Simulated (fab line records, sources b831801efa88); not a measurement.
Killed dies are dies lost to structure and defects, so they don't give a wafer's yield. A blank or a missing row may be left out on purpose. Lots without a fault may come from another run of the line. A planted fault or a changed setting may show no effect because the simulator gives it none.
fab line records | flow sky130
record lots=5 wafers=15 last_day=50
route steps=708 shown CAPM@551 METAL3@555 VIA3@573
lots that met no fault: from a run of the same line without faults
start_h: hours from the record's first day to the start of the lot's first wafer shown | wait_h: hours since the lot's step before | " the same as in the row above | L1.1+2: a row that stands for several wafers | - no value, or no start given | * or withheld: withheld | < > ~ a bound
route shown NAME@n: a module of which the file shows steps, and the number in the route of the first | usual: mean/standard deviation of fault-free wafers | same: alike in all rows | chamber/n: place in a boat | sites: the reading at each site | _std_site: their standard deviation | _edge_site: outer sites' mean less inner sites' | radius_mm: how far each site lies from the wafer's centre | mask NAME#n: copy n | behind: the tool/chamber that last shaped the wafer | hold: why the lot was held/for how many hours/how that ended | device: the transistor (n, p or np) that didn't switch | end of line: the same wafers' tests at the end of the route | a step without rows: its recipe alone | killed: dies lost to structure and defects at the first sort, not the wafer's yield | map: a wafer's dies, x killed, . not, _ none there
set.NAME: the setting as run; set.NAME@STEP: as run at that earlier step | model.NAME: the simulator's own value behind a step, which no gauge read
lots at some steps of the route; a table a step, a row a wafer
services: from which hour (start_h, from the record's first day; less than 0 if before it) a tool's chamber was out of use, for how many hours, and why
## steps
# step SKY_CAPM_STRIP_14
# recipe chemistry=O2/N2 power_w=1400 pressure_mtorr=1500 platen_temp_c=withheld o2_flow_sccm=3000 n2_flow_sccm=300 overash_fraction=0.5
# usual drypump_motor_current_A=5.49/0.28 n2_flow_sccm=300.1/0.89 oes_product_au=0.711/0.0045 strip_time_to_endpoint_s=12.66/0.046
# columns lot.wafer tool chamber start_h wait_h drypump_motor_current_A n2_flow_sccm oes_product_au rf_hours_counter_h strip_time_to_endpoint_s
L075.2 plasma_asher-03 1 875.14 0.1 5.43 299.8 0.720 14 12.64
L075.3 " 1 " " 5.52 299.9 0.709 - 12.65
L075.4 " 0 " " 5.73 301.1 0.714 - 12.70
L083.1 plasma_asher-02 0 944.84 0.1 5.90 301.0 0.707 51 12.51
L083.3 " 0 " " 5.86 298.9 0.711 - 12.57
L083.5 " 0 " " 5.87 300.0 0.710 - 12.64
L093.1 plasma_asher-03 1 1013.89 0.1 5.46 299.5 0.708 27 12.69
L093.3 " 1 " " 5.48 300.7 0.707 - 12.73
L093.5 " 1 " " 5.47 300.1 0.713 - 12.71
L095.2 plasma_asher-01 1 1027.24 0.1 5.57 300.8 0.711 121 12.63
L095.4 " 1 " " 5.52 299.3 0.708 - 12.58
L095.5 " 0 " " 5.31 301.3 0.714 - 12.60
L096.1 plasma_asher-02 1 1027.92 0.1 5.07 299.7 0.714 60 12.81
L096.3 " 1 " " 5.10 300.7 0.709 - 12.67
L096.5 " 1 " " 5.07 298.7 0.705 - 12.79
# step SKY_CAPM_STRIP_15
# recipe chemistry=post_etch_residue_remover time_s=1200 temp_c=72.5
# columns lot.wafer tool chamber start_h wait_h
L075.2+3+4 wet_bench-03 0 875.24 0.1
L083.1+3+5 wet_bench-02 1 944.94 0.1
L093.1+3+5 wet_bench-03 3 1013.99 0.1
L095.2+4+5 wet_bench-01 0 1027.34 0.1
L096.1+3+5 wet_bench-01 3 1028.02 0.1
# step SKY_CAPM_CLEAN_16
# recipe chemistry=IPA time_s=180 temp_c=25
# columns lot.wafer tool chamber start_h wait_h
L075.2+3+4 wet_bench-01 0 875.62 0.0
L083.1+3+5 wet_bench-03 0 945.29 0.0
L093.1+3+5 wet_bench-03 3 1014.33 0.0
L095.2+4+5 wet_bench-03 0 1027.68 0.0
L096.1+3+5 wet_bench-02 2 1028.36 0.0
# step SKY_CAPM_CLEAN_17
# recipe chemistry=O3/DIW dry=n2_spin
# columns lot.wafer tool chamber start_h wait_h
L075.2+3+4 wet_bench-02 3 875.67 0.0
L083.1+3+5 wet_bench-02 2 945.34 0.0
L093.1+3+5 wet_bench-01 3 1014.39 0.0
L095.2+4+5 wet_bench-02 0 1027.74 0.0
L096.1+3+5 wet_bench-01 1 1028.42 0.0
# step SKY_METAL3_DEHYDRATE_05
# recipe temp_c=200 time_s=60
# usual heater_power_total_W=160.36/0.12
# columns lot.wafer tool chamber start_h wait_h heater_power_total_W
L075.2 litho_track-03 0 887.96 12.1 160.18
L075.3 " 0 " " 160.39
L075.4 " 0 " " 160.29
L083.1 litho_track-04 0 956.74 11.3 160.36
L083.3 " 0 " " 160.46
L083.5 " 0 " " 160.41
L093.1 litho_track-03 0 1024.68 10.2 160.27
L093.3 " 0 " " 160.51
L093.5 " 0 " " 160.36
L095.2 litho_track-01 0 1038.23 10.4 160.38
L095.4 " 0 " " 160.44
L095.5 " 0 " " 160.51
L096.1 litho_track-03 0 1038.68 10.2 160.31
L096.3 " 0 " " 160.36
L096.5 " 0 " " 160.30
# step SKY_METAL3_HMDS_06
# recipe prime_time_s=60 prime_temp_c=120
# usual prime_temp_c=120.00/0.14
# columns lot.wafer tool chamber start_h wait_h prime_temp_c
L075.2 litho_track-03 0 888.11 0.1 119.90
L075.3 " 0 " " 119.98
L075.4 " 0 " " 119.77
L083.1 litho_track-04 0 956.89 0.1 120.08
L083.3 " 0 " " 119.99
L083.5 " 0 " " 120.10
L093.1 litho_track-03 0 1024.83 0.1 120.33
L093.3 " 0 " " 120.28
L093.5 " 0 " " 120.36
L095.2 litho_track-01 0 1038.38 0.1 119.82
L095.4 " 0 " " 119.90
L095.5 " 0 " " 119.77
L096.1 litho_track-03 0 1038.83 0.1 119.85
L096.3 " 0 " " 119.90
L096.5 " 0 " " 119.91
# step SKY_METAL3_COAT_07
# recipe resist=BARC temp_c=withheld time_s=withheld spin_rpm=3000 resist_thk_nm=60
# columns lot.wafer tool chamber start_h wait_h
L075.2+3+4 litho_track-03 0 888.26 0.1
L083.1+3+5 litho_track-04 0 957.04 0.1
L093.1+3+5 litho_track-03 0 1024.98 0.1
L095.2+4+5 litho_track-01 0 1038.53 0.1
L096.1+3+5 litho_track-03 0 1038.98 0.1
# step SKY_METAL3_COAT_08
# recipe resist=KrF-thick spin_rpm=3000 resist_thk_nm=1140
# columns lot.wafer tool chamber start_h wait_h
L075.2+3+4 litho_track-03 0 - -
L083.1+3+5 litho_track-04 0 - -
L093.1+3+5 litho_track-03 0 - -
L095.2+4+5 litho_track-01 0 - -
L096.1+3+5 litho_track-03 0 - -
# step SKY_METAL3_SOFTBAKE_09
# recipe temp_c=100 time_s=90 resist=KrF-thick
# usual heater_power_total_W=57.36/0.11
# columns lot.wafer tool chamber start_h wait_h heater_power_total_W
L075.2 litho_track-03 0 - - 57.26
L075.3 " 0 " " 57.60
L075.4 " 0 " " 57.37
L083.1 litho_track-04 0 - - 57.43
L083.3 " 0 " " 57.28
L083.5 " 0 " " 57.41
L093.1 litho_track-03 0 - - 57.44
L093.3 " 0 " " 57.42
L093.5 " 0 " " 57.45
L095.2 litho_track-01 0 - - 57.53
L095.4 " 0 " " 57.24
L095.5 " 0 " " 57.51
L096.1 litho_track-03 0 - - 57.46
L096.3 " 0 " " 57.38
L096.5 " 0 " " 57.50
# step SKY_METAL3_EXPOSE_10
# recipe mask_id=MM3 na=0.68 source_shape=annular sigma_inner=0.4 sigma_outer=0.8 target_cd_nm=300 dose_mj=28
# usual exposure_dose_mJ_cm2=27.96/0.049
# same sigma_outer=0.8
# columns lot.wafer tool chamber start_h wait_h mask exposure_dose_mJ_cm2
L075.2 krf_scanner-01 0 - - MM3#0 27.93
L075.3 " 0 " " MM3#0 27.94
L075.4 " 0 " " MM3#0 27.96
L083.1 krf_scanner-02 0 - - MM3#0 28.02
L083.3 " 0 " " MM3#0 28.03
L083.5 " 0 " " MM3#0 28.00
L093.1 krf_scanner-02 0 - - MM3#0 27.96
L093.3 " 0 " " MM3#0 28.00
L093.5 " 0 " " MM3#0 27.96
L095.2 krf_scanner-01 0 - - MM3#0 27.92
L095.4 " 0 " " MM3#0 27.91
L095.5 " 0 " " MM3#0 27.91
L096.1 krf_scanner-02 0 - - MM3#0 27.96
L096.3 " 0 " " MM3#0 27.97
L096.5 " 0 " " MM3#0 27.96
# step SKY_METAL3_PEB_11
# recipe peb_temp_c=withheld peb_time_s=withheld resist=KrF-thick
# columns lot.wafer tool chamber start_h wait_h
L075.2+3+4 litho_track-04 0 - -
L083.1+3+5 litho_track-04 0 - -
L093.1+3+5 litho_track-03 0 - -
L095.2+4+5 litho_track-04 0 - -
L096.1+3+5 litho_track-01 0 - -
# step SKY_METAL3_DEVELOP_12
# recipe develop_time_s=60 resist=KrF-thick dev_temp_c=21
# columns lot.wafer tool chamber start_h wait_h
L075.2+3+4 litho_track-04 0 - -
L083.1+3+5 litho_track-04 0 - -
L093.1+3+5 litho_track-03 0 - -
L095.2+4+5 litho_track-04 0 - -
L096.1+3+5 litho_track-01 0 - -
# step SKY_METAL3_CD_MEAS_13
# recipe target_cd_nm=300
# usual cd_nm=300.0/1.5
# columns lot.wafer tool chamber start_h wait_h cd_nm
L075.2 cd_sem-02 - 900.46 - 301.1
L075.3 " - " " 301.2
L075.4 " - " " 301.7
L083.1 cd_sem-02 - 969.29 - 298.4
L083.3 " - " " 299.6
L083.5 " - " " 299.1
L093.1 cd_sem-02 - 1036.43 - 302.1
L093.3 " - " " 301.0
L093.5 " - " " 302.4
L095.2 cd_sem-01 - 1049.96 - 299.2
L095.4 " - " " 298.6
L095.5 " - " " 300.5
L096.1 cd_sem-01 - 1050.41 - 297.6
L096.3 " - " " 299.2
L096.5 " - " " 299.8
# step SKY_METAL3_OVL_MEAS_14
# usual METAL3_OVL=-2/5.3
# columns lot.wafer tool chamber start_h wait_h METAL3_OVL[nm]
L075.2 overlay-01 - 900.56 0.1 -2
L075.3 " - " " 1
L075.4 " - " " -8
L083.1 overlay-01 - 969.41 0.1 1
L083.3 " - " " -3
L083.5 " - " " 2
L093.1 overlay-01 - 1036.55 0.1 -4
L093.3 " - " " -3
L093.5 " - " " 4
L095.2 overlay-01 - 1050.07 0.1 3
L095.4 " - " " 1
L095.5 " - " " 13
L096.1 overlay-02 - 1050.53 0.1 1
L096.3 " - " " -4
L096.5 " - " " -2
# step SKY_METAL3_DESCUM_15
# recipe chemistry=O2 source_power_w=150 bias_power_w=0 pressure_mtorr=10 temp_c=40 time_s=8
# usual drypump_motor_current_A=5.8/0.47 oes_product_au=1.001/0.0093
# columns lot.wafer tool chamber start_h wait_h drypump_motor_current_A oes_product_au rf_hours_counter_h
L075.2 rie_metal-02 0 900.61 0.0 6.0 0.998 -
L075.3 " 0 " " 6.0 1.010 -
L075.4 " 0 " " 6.0 1.006 -
L083.1 rie_metal-02 0 969.45 0.0 6.0 0.990 6
L083.3 " 0 " " 6.0 0.990 -
L083.5 " 1 " " 6.1 1.000 -
L093.1 rie_metal-03 1 1036.59 0.0 5.3 1.019 21
L093.3 " 1 " " 5.4 0.997 -
L093.5 " 0 " " 5.9 1.002 -
L095.2 rie_metal-02 1 1050.10 0.0 6.1 1.012 20
L095.4 " 0 " " 6.0 0.982 -
L095.5 " 1 " " 6.1 1.003 -
L096.1 rie_metal-03 1 1050.57 0.0 5.4 1.002 22
L096.3 " 0 " " 5.9 0.999 -
L096.5 " 1 " " 5.4 1.001 -
# step SKY_METAL3_ETCH_16
# recipe chemistry=N2/H2 target=BARC ion_energy_ev=200 bias_w=100 pressure_mtorr=30 n2_flow_sccm=100 h2_flow_sccm=200 icp_w=500 stop_on=SiO2 time_s=88.2 target_depth_a=600
# usual drypump_motor_current_A=5.8/0.47 n2_flow_sccm=100.01/0.27 oes_product_au=0.626/0.0052 throttle_valve_pct=13.205/0.01
# columns lot.wafer tool chamber start_h wait_h drypump_motor_current_A n2_flow_sccm oes_product_au rf_hours_counter_h throttle_valve_pct
L075.2 rie_metal-02 0 900.69 0.1 6.1 100.21 0.629 - 13.210
L075.3 " 0 " " 6.1 100.65 0.624 - 13.206
L075.4 " 0 " " 6.1 99.94 0.628 - 13.193
L083.1 rie_metal-02 0 969.48 0.0 6.0 99.98 0.628 6 13.210
L083.3 " 0 " " 6.1 99.88 0.629 - 13.201
L083.5 " 1 " " 6.2 99.92 0.638 - 13.223
L093.1 rie_metal-03 1 1036.62 0.0 5.4 99.94 0.623 21 13.201
L093.3 " 1 " " 5.4 100.45 0.622 - 13.211
L093.5 " 0 " " 5.9 99.55 0.627 - 13.207
L095.2 rie_metal-02 1 1050.13 0.0 6.1 100.37 0.622 20 13.206
L095.4 " 0 " " 6.0 100.18 0.631 - 13.216
L095.5 " 1 " " 6.2 100.06 0.625 - 13.211
L096.1 rie_metal-03 1 1050.60 0.0 5.4 99.96 0.636 22 13.217
L096.3 " 0 " " 5.9 99.79 0.633 - 13.207
L096.5 " 1 " " 5.4 100.44 0.626 - 13.198
# step SKY_METAL3_ETCH_17
# recipe target=SiO2 stop_on=TiN chemistry=C4F8/O2/Ar source_w=1500 bias_w=1200 pressure_mtorr=40 c4f8_flow_sccm=withheld O2_flow_sccm=6 Ar_flow_sccm=300 time_s=3.9 target_depth_a=150
# usual oes_product_au=0.754/0.0068
# columns lot.wafer tool chamber start_h wait_h oes_product_au rf_hours_counter_h
L075.2 rie_diel-02 3 900.85 0.1 0.750 7
L075.3 " 2 " " 0.745 8
L075.4 " 1 " " 0.761 7
L083.1 rie_diel-01 2 969.58 0.1 0.754 7
L083.3 " 1 " " 0.746 1
L083.5 " 0 " " 0.763 -
L093.1 rie_diel-01 3 1036.72 0.1 0.755 16
L093.3 " 1 " " 0.754 3
L093.5 " 3 " " 0.755 -
L095.2 rie_diel-02 0 1050.23 0.1 0.757 10
L095.4 " 3 " " 0.758 11
L095.5 " 3 " " 0.754 -
L096.1 rie_diel-01 3 1050.70 0.1 0.748 16
L096.3 " 1 " " 0.749 3
L096.5 " 3 " " 0.754 -
# step SKY_METAL3_METAL_ETCH_18
# recipe target_depth_a=8450 stop_on=SiO2 over_etch_frac=0.3 time_s=183.1 chemistry=Cl2/BCl3 resist_sidewall_deg=88 pressure_mtorr=10 icp_w=900 bias_w=48.5 Cl2_flow_sccm=60 bcl3_flow_sccm=30
# usual drypump_motor_current_A=5.9/0.55 oes_product_au=0.863/0.0059 throttle_valve_pct=22.263/0.0095
# same over_etch_frac=0.3
# columns lot.wafer tool chamber start_h wait_h drypump_motor_current_A oes_product_au rf_hours_counter_h throttle_valve_pct
L075.2 rie_metal-03 1 900.87 0.0 5.3 0.855 14 22.279
L075.3 " 0 " " 5.9 0.863 - 22.270
L075.4 " 1 " " 5.4 0.860 - 22.254
L083.1 rie_metal-04 1 969.59 0.0 4.9 0.857 19 22.262
L083.3 " 1 " " 4.9 0.860 - 22.257
L083.5 " 1 " " 4.9 0.867 - 22.262
L093.1 rie_metal-04 0 1036.74 0.0 6.5 0.875 19 22.258
L093.3 " 0 " " 6.5 0.860 - 22.271
L093.5 " 1 " " 4.9 0.874 - 22.278
L095.2 rie_metal-04 0 1050.30 0.1 6.5 0.857 - 22.267
L095.4 " 0 " " 6.5 0.853 - 22.256
L095.5 " 0 " " 6.5 0.866 - 22.266
L096.1 rie_metal-02 1 1050.71 0.0 6.1 0.873 20 22.251
L096.3 " 0 " " 6.0 0.872 - 22.271
L096.5 " 0 " " 6.0 0.869 - 22.267
# step SKY_METAL3_STRIP_19
# recipe chemistry=O2/N2 power_w=1400 pressure_mtorr=1500 platen_temp_c=withheld o2_flow_sccm=3000 n2_flow_sccm=300 overash_fraction=0.5
# usual drypump_motor_current_A=5.7/0.34 n2_flow_sccm=300.0/0.89 oes_product_au=0.502/0.0056 strip_time_to_endpoint_s=6.52/0.085
# columns lot.wafer tool chamber start_h wait_h drypump_motor_current_A n2_flow_sccm oes_product_au rf_hours_counter_h strip_time_to_endpoint_s
L075.2 plasma_asher-02 1 901.05 0.1 5.1 299.1 0.499 47 6.48
L075.3 " 1 " " 5.1 298.8 0.500 - 6.52
L075.4 " 0 " " 5.9 298.6 0.500 - 6.51
L083.1 plasma_asher-03 0 969.77 0.1 5.7 299.1 0.487 24 6.34
L083.3 " 0 " " 5.7 300.0 0.489 - 6.35
L083.5 " 1 " " 5.5 298.9 0.500 - 6.31
L093.1 plasma_asher-03 0 1036.91 0.1 5.7 300.7 0.501 29 6.59
L093.3 " 1 " " 5.5 300.2 0.514 - 6.66
L093.5 " 1 " " 5.5 300.4 0.499 - 6.47
L095.2 plasma_asher-04 0 1050.60 0.2 5.8 299.2 0.506 91 6.64
L095.4 " 0 " " 5.8 301.2 0.507 - 6.63
L095.5 " 1 " " 6.2 299.4 0.506 - 6.57
L096.1 plasma_asher-03 0 1050.89 0.1 5.7 300.4 0.499 30 6.50
L096.3 " 1 " " 5.5 300.0 0.508 - 6.63
L096.5 " 1 " " 5.5 297.8 0.518 - 6.73
# step SKY_METAL3_STRIP_20
# recipe chemistry=post_etch_residue_remover time_s=1200 temp_c=72.5
# columns lot.wafer tool chamber start_h wait_h
L075.2+3+4 wet_bench-01 0 901.15 0.1
L083.1+3+5 wet_bench-02 1 969.87 0.1
L093.1+3+5 wet_bench-04 2 1037.01 0.1
L095.2+4+5 wet_bench-04 2 1050.70 0.1
L096.1+3+5 wet_bench-02 2 1050.99 0.1
# step SKY_METAL3_CLEAN_21
# recipe chemistry=IPA time_s=180 temp_c=25
# columns lot.wafer tool chamber start_h wait_h
L075.2+3+4 wet_bench-04 0 901.49 0.0
L083.1+3+5 wet_bench-01 1 970.21 0.0
L093.1+3+5 wet_bench-01 0 1037.36 0.0
L095.2+4+5 wet_bench-04 1 1051.04 0.0
L096.1+3+5 wet_bench-01 3 1051.36 0.0
# step SKY_METAL3_CLEAN_22
# recipe chemistry=O3/DIW dry=n2_spin
# columns lot.wafer tool chamber start_h wait_h
L075.2+3+4 wet_bench-01 0 901.55 0.0
L083.1+3+5 wet_bench-04 2 970.47 0.0
L093.1+3+5 wet_bench-04 2 1037.41 0.0
L095.2+4+5 wet_bench-01 1 1051.10 0.0
L096.1+3+5 wet_bench-02 0 1051.43 0.0
# step SKY_VIA3_HDPCVD_00
# recipe material=SiO2 target_thk_nm=1635 sigma_open_frac=0.3 time_s=272.5 temp_c=400 sih4_flow_sccm=60 pressure_mtorr=6
# usual pressure_mtorr=5.997/0.013
# columns lot.wafer tool chamber start_h wait_h pressure_mtorr
L075.2 hdpcvd-02 2 901.64 0.0 5.984
L075.3 " 1 " " 5.998
L075.4 " 0 " " 5.985
L083.1 hdpcvd-02 0 970.56 0.0 5.998
L083.3 " 1 " " 5.994
L083.5 " 1 " " 5.989
L093.1 hdpcvd-02 0 1037.51 0.0 5.995
L093.3 " 2 " " 5.991
L093.5 " 1 " " 5.982
L095.2 hdpcvd-02 2 1051.20 0.0 6.015
L095.4 " 2 " " 6.019
L095.5 " 0 " " 6.004
L096.1 hdpcvd-02 0 1051.53 0.0 5.993
L096.3 " 1 " " 6.000
L096.5 " 0 " " 6.008
# step SKY_VIA3_THK_MEAS_01
# recipe reads=SiO2_of_VIA3_HDPCVD_00
# usual VIA3_HDPCVD_THK=1637/14
# columns lot.wafer tool chamber start_h wait_h VIA3_HDPCVD_THK[nm]
L075.2 film_metro-04 - 901.82 0.1 1633
L075.3 " - " " 1653
L075.4 " - " " 1655
L083.1 film_metro-02 - 970.73 0.1 1625
L083.3 " - " " 1630
L083.5 " - " " 1628
L093.1 film_metro-04 - 1037.67 0.1 1620
L093.3 " - " " 1636
L093.5 " - " " 1605
L095.2 film_metro-01 - 1051.38 0.1 1639
L095.4 " - " " 1647
L095.5 " - " " 1633
L096.1 film_metro-01 - 1051.70 0.1 1629
L096.3 " - " " 1634
L096.5 " - " " 1632
# step SKY_VIA3_CMP_02
# recipe material=SiO2 down_force_psi=4 platen_rpm=60 pad_velocity_m_s=0.94248
# usual motor_current_A=11.7/1.4 platen_rpm=60.00/0.036 slurry_filter_dp_kPa=13.52/0.13
# columns lot.wafer tool chamber start_h wait_h motor_current_A platen_rpm slurry_filter_dp_kPa
L075.4 cmp-01 1 901.87 0.0 13.2 60.00 13.47
L075.3 " 3 " " 12.3 60.01 13.76
L075.2 " 0 " " 11.2 60.07 13.43
L083.3 cmp-01 1 970.79 0.0 13.2 59.94 13.63
L083.1 " 2 " " 9.8 60.04 13.36
L083.5 " 2 " " 9.6 60.05 13.51
L093.1 cmp-01 2 1037.78 0.1 9.6 60.03 13.75
L093.3 " 3 " " 12.6 60.07 13.36
L093.5 " 2 " " 10.1 59.93 13.62
L095.2 cmp-02 3 1051.53 0.1 10.2 60.06 13.40
L095.4 " 0 " " 11.8 60.00 13.50
L095.5 " 1 " " 13.5 60.01 13.66
L096.3 cmp-01 0 1051.99 0.3 10.3 60.04 13.61
L096.1 " 3 " " 12.0 60.00 13.48
L096.5 " 0 " " 10.4 59.92 13.35
# step SKY_VIA3_BOW_MEAS_03
# recipe mode=bow
# usual VIA3_BOW=79/7.1
# columns lot.wafer tool chamber start_h wait_h VIA3_BOW[um]
L075.2 film_metro-04 - 902.19 0.1 85
L075.3 " - " " 76
L075.4 " - " " 96
L083.1 film_metro-04 - 971.09 0.2 85
L083.3 " - " " 76
L083.5 " - " " 78
L093.1 film_metro-04 - 1038.03 0.2 70
L093.3 " - " " 72
L093.5 " - " " 69
L095.2 film_metro-04 - 1051.75 0.2 85
L095.4 " - " " 78
L095.5 " - " " 80
L096.1 film_metro-04 - 1052.29 0.1 81
L096.3 " - " " 86
L096.5 " - " " 88
# step SKY_VIA3_DEHYDRATE_04
# recipe temp_c=200 time_s=60
# usual heater_power_total_W=160.37/0.14
# columns lot.wafer tool chamber start_h wait_h heater_power_total_W
L075.2 litho_track-04 0 914.81 12.6 160.15
L075.3 " 0 " " 160.40
L075.4 " 0 " " 160.29
L083.1 litho_track-02 0 982.22 11.1 160.45
L083.3 " 0 " " 160.60
L083.5 " 0 " " 160.49
L093.1 litho_track-01 0 1048.66 10.6 160.34
L093.3 " 0 " " 160.30
L093.5 " 0 " " 160.54
L095.2 litho_track-01 0 1061.98 10.2 160.57
L095.4 " 0 " " 160.50
L095.5 " 0 " " 160.49
L096.1 litho_track-02 0 1062.37 10.1 160.43
L096.3 " 0 " " 160.38
L096.5 " 0 " " 160.26
# step SKY_VIA3_HMDS_05
# recipe prime_time_s=60 prime_temp_c=120
# usual prime_temp_c=119.99/0.13
# columns lot.wafer tool chamber start_h wait_h prime_temp_c
L075.2 litho_track-04 0 914.96 0.1 119.85
L075.3 " 0 " " 120.12
L075.4 " 0 " " 119.94
L083.1 litho_track-02 0 982.37 0.1 120.16
L083.3 " 0 " " 120.14
L083.5 " 0 " " 120.04
L093.1 litho_track-01 0 1048.81 0.1 120.02
L093.3 " 0 " " 119.99
L093.5 " 0 " " 119.91
L095.2 litho_track-01 0 1062.13 0.1 119.87
L095.4 " 0 " " 119.96
L095.5 " 0 " " 120.15
L096.1 litho_track-02 0 1062.52 0.1 119.93
L096.3 " 0 " " 119.97
L096.5 " 0 " " 120.20
# step SKY_VIA3_COAT_06
# recipe resist=BARC temp_c=withheld time_s=withheld spin_rpm=3000 resist_thk_nm=60
# columns lot.wafer tool chamber start_h wait_h
L075.2+3+4 litho_track-04 0 915.11 0.1
L083.1+3+5 litho_track-02 0 982.52 0.1
L093.1+3+5 litho_track-01 0 1048.96 0.1
L095.2+4+5 litho_track-01 0 1062.28 0.1
L096.1+3+5 litho_track-02 0 1062.67 0.1
# step SKY_VIA3_COAT_07
# recipe resist=KrF-thick spin_rpm=3000 resist_thk_nm=450
# columns lot.wafer tool chamber start_h wait_h
L075.2+3+4 litho_track-04 0 - -
L083.1+3+5 litho_track-02 0 - -
L093.1+3+5 litho_track-01 0 - -
L095.2+4+5 litho_track-01 0 - -
L096.1+3+5 litho_track-02 0 - -
# step SKY_VIA3_SOFTBAKE_08
# recipe temp_c=100 time_s=90 resist=KrF-thick
# usual heater_power_total_W=57.35/0.11
# columns lot.wafer tool chamber start_h wait_h heater_power_total_W
L075.2 litho_track-04 0 - - 57.21
L075.3 " 0 " " 57.45
L075.4 " 0 " " 57.33
L083.1 litho_track-02 0 - - 57.35
L083.3 " 0 " " 57.46
L083.5 " 0 " " 57.17
L093.1 litho_track-01 0 - - 57.26
L093.3 " 0 " " 57.43
L093.5 " 0 " " 57.26
L095.2 litho_track-01 0 - - 57.56
L095.4 " 0 " " 57.40
L095.5 " 0 " " 57.42
L096.1 litho_track-02 0 - - 57.28
L096.3 " 0 " " 57.29
L096.5 " 0 " " 57.45
# step SKY_VIA3_EXPOSE_09
# recipe mask_id=VIM3 na=0.8 source_shape=annular sigma_inner=0.55 sigma_outer=0.85 target_cd_nm=200 dose_mj=38
# usual exposure_dose_mJ_cm2=37.93/0.068
# same sigma_outer=0.85
# columns lot.wafer tool chamber start_h wait_h mask exposure_dose_mJ_cm2
L075.2 krf_scanner-01 0 - - VIM3#0 37.92
L075.3 " 0 " " VIM3#0 37.91
L075.4 " 0 " " VIM3#0 37.92
L083.1 krf_scanner-02 0 - - VIM3#0 37.93
L083.3 " 0 " " VIM3#0 38.00
L083.5 " 0 " " VIM3#0 37.96
L093.1 krf_scanner-02 0 - - VIM3#0 38.11
L093.3 " 0 " " VIM3#0 38.08
L093.5 " 0 " " VIM3#0 38.14
L095.2 krf_scanner-01 0 - - VIM3#0 37.90
L095.4 " 0 " " VIM3#0 37.86
L095.5 " 0 " " VIM3#0 37.88
L096.1 krf_scanner-01 0 - - VIM3#0 37.85
L096.3 " 0 " " VIM3#0 37.87
L096.5 " 0 " " VIM3#0 37.89
# step SKY_VIA3_PEB_10
# recipe peb_temp_c=withheld peb_time_s=withheld resist=KrF-thick
# columns lot.wafer tool chamber start_h wait_h
L075.2+3+4 litho_track-04 0 - -
L083.1+3+5 litho_track-01 0 - -
L093.1+3+5 litho_track-04 0 - -
L095.2+4+5 litho_track-01 0 - -
L096.1+3+5 litho_track-04 0 - -
# step SKY_VIA3_DEVELOP_11
# recipe develop_time_s=60 resist=KrF-thick dev_temp_c=21
# columns lot.wafer tool chamber start_h wait_h
L075.2+3+4 litho_track-04 0 - -
L083.1+3+5 litho_track-01 0 - -
L093.1+3+5 litho_track-04 0 - -
L095.2+4+5 litho_track-01 0 - -
L096.1+3+5 litho_track-04 0 - -
# step SKY_VIA3_CD_MEAS_12
# recipe target_cd_nm=200
# usual cd_nm=199.9/1.5
# columns lot.wafer tool chamber start_h wait_h cd_nm
L075.2 cd_sem-01 - 926.76 - 199.0
L075.3 " - " " 199.3
L075.4 " - " " 200.6
L083.1 cd_sem-01 - 994.91 - 201.0
L083.3 " - " " 200.8
L083.5 " - " " 200.5
L093.1 cd_sem-02 - 1059.94 - 200.7
L093.3 " - " " 200.8
L093.5 " - " " 199.7
L095.2 cd_sem-02 - 1072.93 - 199.9
L095.4 " - " " 198.0
L095.5 " - " " 198.4
L096.1 cd_sem-02 - 1073.44 - 202.1
L096.3 " - " " 203.4
L096.5 " - " " 202.3
# step SKY_VIA3_OVL_MEAS_13
# usual VIA3_OVL=0/5
# columns lot.wafer tool chamber start_h wait_h VIA3_OVL[nm]
L075.2 overlay-01 - 926.86 0.1 -1
L075.3 " - " " 3
L075.4 " - " " 3
L083.1 overlay-01 - 995.03 0.1 -5
L083.3 " - " " -2
L083.5 " - " " 4
L093.1 overlay-01 - 1060.06 0.1 2
L093.3 " - " " 2
L093.5 " - " " 7
L095.2 overlay-02 - 1073.04 0.1 -1
L095.4 " - " " 1
L095.5 " - " " 2
L096.1 overlay-02 - 1073.56 0.1 8
L096.3 " - " " 6
L096.5 " - " " -1
# step SKY_VIA3_ETCH_14
# recipe chemistry=N2/H2 target=BARC ion_energy_ev=200 source_w=500 bias_w=100 pressure_mtorr=30 n2_flow_sccm=100 h2_flow_sccm=200 stop_on=SiO2 time_s=45.9 target_depth_a=600
# usual drypump_motor_current_A=5.8/0.41 n2_flow_sccm=100.00/0.3 oes_product_au=0.853/0.0053 throttle_valve_pct=13.225/0.0091
# columns lot.wafer tool chamber start_h wait_h drypump_motor_current_A n2_flow_sccm oes_product_au rf_hours_counter_h throttle_valve_pct
L075.2 rie_diel-04 0 926.89 0.0 5.8 100.25 0.853 15 13.223
L075.3 " 1 " " 5.9 99.75 0.848 14 13.228
L075.4 " 2 " " 5.9 100.14 0.853 8 13.211
L083.1 rie_diel-04 3 995.06 0.0 6.0 99.92 0.851 28 13.220
L083.3 " 1 " " 5.9 100.82 0.854 16 13.225
L083.5 " 2 " " 5.9 100.26 0.859 - 13.244
L093.1 rie_diel-04 3 1060.10 0.0 6.0 100.27 0.858 31 13.233
L093.3 " 1 " " 5.9 99.92 0.857 19 13.222
L093.5 " 2 " " 5.9 99.87 0.867 - 13.222
L095.2 rie_diel-01 1 1073.07 0.0 5.2 99.86 0.857 4 13.236
L095.4 " 2 " " 5.4 100.15 0.853 10 13.230
L095.5 " 3 " " 6.3 99.92 0.858 - 13.213
L096.1 rie_diel-04 3 1073.60 0.0 6.0 100.27 0.855 31 13.236
L096.3 " 1 " " 5.9 100.01 0.855 19 13.240
L096.5 " 3 " " 6.0 100.08 0.844 - 13.226
## services
# columns tool chamber start_h hours kind
krf_scanner-01 - 853.82 1.3 pm
rie_diel-04 1 854.48 2.7 repair
krf_scanner-02 - 855.21 0.8 pm
rie_metal-03 - 855.99 0.7 repair
krf_scanner-02 - 875.66 0.4 repair
krf_scanner-02 - 887.74 1.2 repair
rie_metal-02 1 889.01 14.1 repair
wet_bench-02 - 898.87 3.6 repair
krf_scanner-01 - 900.28 6.8 repair
krf_scanner-01 - 907.08 0.8 pm
hdpcvd-02 - 917.61 0.8 pm
hdpcvd-02 - 927.42 2.2 repair
hdpcvd-02 - 950.25 15.0 pm
krf_scanner-02 - 961.62 1.3 pm
krf_scanner-02 - 974.40 1.0 pm
krf_scanner-01 - 984.76 1.0 pm
plasma_asher-03 - 990.13 15.6 pm
krf_scanner-02 - 991.43 4.0 pm
krf_scanner-02 - 1005.40 0.8 pm
krf_scanner-02 - 1024.01 0.8 pm
krf_scanner-01 - 1029.72 1.3 pm
rie_metal-02 0 1041.33 1.7 repair
krf_scanner-02 - 1042.69 5.0 repair
wet_bench-01 - 1049.69 1.4 repair
## key
fault none
